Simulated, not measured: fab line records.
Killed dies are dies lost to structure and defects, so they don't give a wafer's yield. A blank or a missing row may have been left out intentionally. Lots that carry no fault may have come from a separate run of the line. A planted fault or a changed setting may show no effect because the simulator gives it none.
Which of the tools did it? | flow sky130 | 12 lots (36 wafers sampled), 1 step of a 708-step route

WHAT THE GAUGES READ, wafer by wafer
SKY_VT_ADJUST_HVTR_CD_MEAS_07: the cd target is 380 nm.
lot  | measured     | on        | cd_nm (nm)
L075 | day 9 15:44  | cd_sem-01 | 376.1 375.0 377.1
L077 | day 10 06:59 | cd_sem-02 | 380.1 378.6 378.4
L079 | day 10 20:25 | cd_sem-01 | 377.4 378.1 377.1
L081 | day 11 14:21 | cd_sem-01 | 382.3 380.2 381.0
L083 | day 12 04:11 | cd_sem-01 | 377.2 376.5 378.9
L085 | day 12 15:40 | cd_sem-01 | 379.7 380.6 378.8
L087 | day 13 16:49 | cd_sem-02 | 376.9 378.2 378.1
L089 | day 13 23:03 | cd_sem-01 | 381.7 379.7 382.6
L091 | day 14 18:21 | cd_sem-01 | 378.7 378.4 381.9
L093 | day 15 10:27 | cd_sem-01 | 379.1 377.6 377.3
L095 | day 16 03:52 | cd_sem-01 | 380.5 382.4 381.7
L097 | day 17 00:02 | cd_sem-02 | 383.8 383.1 385.2

EACH LOT AND THE TOOL THAT RAN IT (in order: tool; ch and the chambers of the sampled wafers; start)
The record holds no process step before these readings.

THE ANSWER, worked out from the rows above alone
Rule: usual is defined by the lots themselves. The widest of any qualifying gaps counts: lots, ordered by their means at a reading, are off when they make up no more than a third of the lots, leave a main group of 4 or more, and stand apart from it by 3 or more times the standard deviation of that group's means. A main group whose means are all the same, to the digits that the tables above print for the reading, isn't used. A lot without any number at a reading at which 4 lots or more have one is off too. The other lots that the step has rows for count as sound.
Nothing can be told from this: no lot is off at any reading shown.

WHAT THE SIMULATOR HAD INSERTED
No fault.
